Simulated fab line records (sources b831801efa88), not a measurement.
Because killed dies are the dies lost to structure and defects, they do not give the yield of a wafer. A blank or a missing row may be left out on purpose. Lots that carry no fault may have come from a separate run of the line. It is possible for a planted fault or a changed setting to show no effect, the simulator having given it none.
Struck lot and sound lot, side by side | flow gf180mcu | 16 out of 602 route steps
Sound: these wafers, L765.2, L765.4, L765.6. The struck wafers were L770.1, L770.5, L770.6. The cause comes at the end.
Order at every step that has rows: each side's tool, ch and its chambers, its first start. Under that, the readings that differ: sound wafers | struck wafers | difference of the means | sigmas: that difference in standard deviations of wafers without a fault.
alike: words and numbers the same on both sides, and readings whose means are apart by under 2 such deviations; not compared: readings that were withheld, readings missing a value for some wafer, numbers with overlapping values and no deviation given by the record, and bounds like >300 which may hide the same value.
The two part at a step that has a row with sigmas, a row that says differs or no value, or rows on one side only. When numbers do not overlap yet have no deviation, they are printed without sigmas and do not part them. Lack of a reading on every wafer of one side parts them only where that side has two or more wafers.

first, 3 steps without rows for these wafers: GF_V1_EXPOSE_11 (exposes mask Via1, target cd 260 nm); GF_V1_PEB_12 (peb time 90 s); GF_V1_DEVELOP_13 (develop time 60 s).
GF_V1_CD_MEAS_14: target cd 260 nm.
  sound on cd sem-01, day 17 20:13; struck on cd sem-02, day 19 19:48
  alike: cd nm
GF_V1_OVL_MEAS_15:
  sound on overlay-01, day 17 20:19; struck on overlay-02, day 19 19:55
  alike: V1_OVL
GF_V1_ETCH_16: etches BARC in N2/H2.
  sound on rie diel-02 ch 0,2,3, day 17 20:20; struck on rie diel-03 ch 0,3, day 19 19:57
  alike: drypump motor current A, oes product au, throttle valve pct
GF_V1_ETCH_17: etches SiO2 in C4F8/O2/Ar, stops on TiN, target depth 630 nm.
  sound: rie diel-02 ch 0,2,3; struck: rie diel-03 ch 0,3
  alike: oes product au
GF_V1_STRIP_18: strips in O2/N2.
  sound on plasma asher-04 ch 0,1, day 17 20:28; struck on plasma asher-02 ch 0,1, day 19 20:05
  reading            | sound       | struck      | difference | sigmas
  heater power w (W) | 284 302 287 | 377 357 357 | +73        | +2
  alike: drypump motor current A, oes product au
  not compared: rf hours counter h
then, 2 steps without rows for these wafers: GF_V1_STRIP_19 (strips in post etch residue remover, time 1200 s); GF_V1_CLEAN_20 (cleans in DIW).
GF_V1_SPUTTER_21: material Ti, target thk 15 nm, time 80.02 s.
  sound on pvd sputter-02, day 17 21:21; struck on pvd sputter-03, day 19 20:39
  alike: throttle valve pct
GF_V1_SPUTTER_22: material TiN, target thk 10 nm, time 40 s.
  sound on pvd sputter-02, day 17 21:25; struck on pvd sputter-03, day 19 20:43
  alike: throttle valve pct
GF_V1_CVD_23: deposits W, target thk 350 nm, time 105.05 s.
  sound on cvd w-02 ch 1, day 17 21:27; struck on cvd w-02 ch 0,1, day 19 20:45
  no value came back on the struck wafers for chamber pressure Torr (Torr), heater power outer w (W), heater power w (W); on the sound wafers chamber pressure Torr (Torr) reads 39.96 39.89 39.90
GF_V1_RS_MEAS_24: the measuring method here is four-point-probe.
  sound on film metro-03, day 17 21:35; struck on film metro-04, day 19 20:52
  reading          | sound                | struck               | difference | sigmas
  V1_W_RS (ohm/sq) | 0.3256 0.3243 0.3280 | 42.898 43.038 43.039 | +42.666    | +99 or more
GF_V1_THK_MEAS_25: measures by xrf.
  sound on film metro-03, day 17 21:42; struck on film metro-04, day 19 20:59
  reading       | sound       | struck | difference                    | sigmas
  V1_W_THK (nm) | 331 331 329 | - - -  | no value on the struck wafers |
GF_V1_CMP_26: polishes, stops on SiO2, t overpolish 15 s, target thk 0 nm.
  sound on cmp-01 ch 0,2,3, day 17 21:58; struck on cmp-01 ch 2,3, day 19 21:02
  reading                | sound    | struck | difference | sigmas
  time to endpoint s (s) | 81 81 79 | 4 4 3  | -77        | -25
  alike: motor current A, platen rpm

== WHERE THEY PART ==
At GF_V1_STRIP_18 first; at GF_V1_CMP_26 last (within this record only).

WHY: whatever the simulator had introduced
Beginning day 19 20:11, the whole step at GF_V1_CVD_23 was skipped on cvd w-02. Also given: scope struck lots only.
